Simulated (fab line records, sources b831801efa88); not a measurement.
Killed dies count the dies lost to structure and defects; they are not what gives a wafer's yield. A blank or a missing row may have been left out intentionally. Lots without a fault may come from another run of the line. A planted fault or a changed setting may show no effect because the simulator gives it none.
Which tool did it?	flow sky130	13 lots with 39 wafers sampled at 6 steps, on a route of 708 steps

== WHAT EACH GAUGE READ, for each wafer ==
SKY_POLY_GATE_CD_MEAS_13 targets a cd of 150 nm. Usual: cd nm at 149.9 nm, with a standard deviation of 1.5.
lot	measured	on	cd nm (nm)	flag
L257	day 16 11:51	cd sem-01	150.7 150.1 149.7	
L259	day 17 05:53	cd sem-01	152.3 153.2 152.5	
L261	day 18 07:22	cd sem-01	150.3 151.0 150.8	
L262	day 18 10:20	cd sem-02	151.3 151.9 152.1	
L264	day 19 02:15	cd sem-02	145.9 147.6 147.5	
L270	day 21 14:19	cd sem-02	151.6 151.0 151.5	
L271	day 23 19:23	cd sem-02	148.6 147.8 146.8	
L272	day 23 20:42	cd sem-01	149.1 149.0 149.0	
L273	day 23 21:27	cd sem-01	150.1 150.6 149.8	
L275	day 23 21:48	cd sem-02	153.1 150.9 151.3	
L276	day 24 03:31	cd sem-01	151.1 150.7 150.2	
L278	day 24 08:13	cd sem-02	148.6 148.0 148.2	
L279	day 24 23:19	cd sem-01	148.7 146.9 148.8	

SKY_POLY_GATE_THK_MEAS_21. Usual: for POLY_GATE_OXIDATION_THK the level is 4.00 nm and the standard deviation is 0.085.
lot	measured	on	POLY_GATE_OXIDATION_THK (nm)	flag
L257	day 16 14:01	film metro-04	4.04 4.02 4.07	
L259	day 17 08:23	film metro-04	3.97 4.10 3.95	
L261	day 18 10:45	film metro-01	4.00 3.93 3.99	
L262	day 18 13:22	film metro-01	4.05 3.98 4.05	
L264	day 19 04:56	film metro-04	4.16 4.07 4.11	
L270	day 21 16:48	film metro-03	4.06 4.08 4.02	
L271	day 23 21:10	film metro-04	3.93 3.98 3.90	
L272	day 23 22:29	film metro-01	3.95 3.94 3.93	
L273	day 23 23:43	film metro-03	3.99 3.94 3.92	
L275	day 23 23:43	film metro-01	4.08 3.95 4.03	
L276	day 24 05:53	film metro-04	3.91 3.86 3.93	
L278	day 24 10:01	film metro-01	3.88 3.92 3.96	
L279	day 25 01:06	film metro-03	3.97 4.06 3.93	

SKY_LDD_P_CD_MEAS_07 targets a cd of 380 nm. Usual: cd nm at 380.4 nm, with a standard deviation of 2.8.
lot	measured	on	cd nm (nm)	flag
L257	day 19 07:48	cd sem-02	381.0 381.8 381.8	
L259	day 19 20:07	cd sem-02	378.0 379.3 382.6	
L261	day 21 01:19	cd sem-01	374.5 375.8 374.4	
L262	day 21 03:06	cd sem-01	- - -	OFF
L264	day 21 18:33	cd sem-02	380.3 383.0 382.3	
L270	day 24 06:07	cd sem-01	382.2 382.5 383.7	
L271	day 26 09:40	cd sem-01	383.3 387.0 387.0	
L272	day 26 10:56	cd sem-02	380.5 380.9 382.8	
L273	day 26 12:25	cd sem-01	375.7 376.7 375.0	
L275	day 26 11:28	cd sem-02	378.9 377.9 374.5	
L276	day 26 17:35	cd sem-02	384.7 382.4 382.4	
L278	day 26 21:05	cd sem-01	377.6 378.5 379.1	
L279	day 27 11:17	cd sem-02	381.4 382.3 379.6	

SKY_LDD_P_TW_MEAS_11. Usual: for LDD_P_TW the level is 636 and the standard deviation is 3.6.
lot	measured	on	LDD_P_TW	flag
L257	day 19 08:13	film metro-04	638 637 637	
L259	day 19 20:36	film metro-01	639 640 641	
L261	day 21 01:43	film metro-02	636 633 634	
L262	day 21 03:29	film metro-02	30 30 30	OFF
L264	day 21 18:56	film metro-04	638 639 641	
L270	day 24 06:31	film metro-04	640 639 639	
L271	day 26 10:04	film metro-02	629 632 632	
L272	day 26 11:20	film metro-02	630 630 632	
L273	day 26 12:49	film metro-01	631 634 631	
L275	day 26 11:52	film metro-01	630 631 631	
L276	day 26 17:58	film metro-02	633 633 631	
L278	day 26 21:28	film metro-04	637 636 636	
L279	day 27 11:40	film metro-04	641 637 645	

== WHICH TOOL RAN EACH LOT (tool, then ch and the chambers of the sampled wafers, then the start) ==
lot	SKY_LDD_P_EXPOSE_04	SKY_LDD_P_STRIP_10
L257	iline stepper-01 ch 0, day 18 17:50	plasma asher-03 ch 0,1, day 19 08:07
L259	iline stepper-01 ch 0, day 19 05:12	plasma asher-03 ch 0,1, day 19 20:29
L261	iline stepper-01 ch 0, day 20 09:44	plasma asher-04 ch 1, day 21 01:37
L262	iline stepper-01 ch 0, day 20 11:52	plasma asher-04 ch 0,1, day 21 03:24
L264	iline stepper-01 ch 0, day 21 03:50	plasma asher-04 ch 0,1, day 21 18:51
L270	iline stepper-01 ch 0, day 23 15:52	plasma asher-01 ch 0,1, day 24 06:25
L271	iline stepper-01 ch 0, day 25 19:02	plasma asher-03 ch 0,1, day 26 09:58
L272	iline stepper-02 ch 0, day 25 20:34	plasma asher-04 ch 0,1, day 26 11:14
L273	iline stepper-01 ch 0, day 25 22:05	plasma asher-01 ch 0,1, day 26 12:43
L275	iline stepper-02 ch 0, day 25 21:23	plasma asher-04 ch 0,1, day 26 11:46
L276	iline stepper-02 ch 0, day 26 03:32	plasma asher-01 ch 0, day 26 17:52
L278	iline stepper-01 ch 0, day 26 07:21	plasma asher-01 ch 0, day 26 21:22
L279	iline stepper-01 ch 0, day 26 20:55	plasma asher-01 ch 0,1, day 27 11:34
- SKY_LDD_P_EXPOSE_04: exposes mask PSDM, target cd 380 nm.
- SKY_LDD_P_STRIP_10: strips in O2/N2.

== AS READ BY THE TOOLS THEMSELVES (means over the sampled wafers that have a number; for cases with no such wafer, the mark the record gives instead) ==
SKY_LDD_P_STRIP_10. Usual: drypump motor current A 5.4 A, standard deviation 0.31; oes product au 0.715 a.u., standard deviation 0.0047; strip time to endpoint s 14.20 s, standard deviation 0.045.
lot	tool	drypump motor current A (A)	oes product au (a.u.)	strip time to endpoint s (s)	flag
L257	plasma asher-03	5.5	0.716	14.17	
L259	plasma asher-03	5.2	0.718	14.17	
L261	plasma asher-04	5.4	0.713	14.23	
L262	plasma asher-04	5.5	0.715	14.21	
L264	plasma asher-04	5.5	0.716	14.21	
L270	plasma asher-01	5.2	0.716	14.21	
L271	plasma asher-03	5.2	0.718	14.18	
L272	plasma asher-04	5.5	0.716	14.15	
L273	plasma asher-01	5.2	0.714	14.18	
L275	plasma asher-04	5.5	0.714	14.22	
L276	plasma asher-01	5.3	0.711	14.18	
L278	plasma asher-01	5.2	0.715	14.19	
L279	plasma asher-01	5.3	0.716	14.26	

== THE ANSWER, worked out from the rows above alone ==
Rule: take the mean of a lot's wafers that have a number; if it is more than 3 standard deviations from the usual mean, the lot is off. A lot without any number at a reading at which 4 lots or more have one is off too. The other lots that the step has rows for count as sound. After the gauges, taken in route order, come the tools' own readings; for these a lot's mean is taken, as printed above. The first step at which some lot is off is used, and at that step the reading that is off furthest; a lot without a number counts as furthest.
Off: L262, at SKY_LDD_P_CD_MEAS_07 (cd nm). Without a number there: L262.
If a tool, at a process step before that reading, ran all the lots that are off and no sound lot after the first of them, it fits. The gauges at SKY_LDD_P_CD_MEAS_07 aren't tried: what is off there is off at SKY_LDD_P_TW_MEAS_11 too, on other tools, and a gauge's error can't cause that. No candidate that was tried fits.

== WHAT HAD BEEN PUT IN BY THE SIMULATOR ==
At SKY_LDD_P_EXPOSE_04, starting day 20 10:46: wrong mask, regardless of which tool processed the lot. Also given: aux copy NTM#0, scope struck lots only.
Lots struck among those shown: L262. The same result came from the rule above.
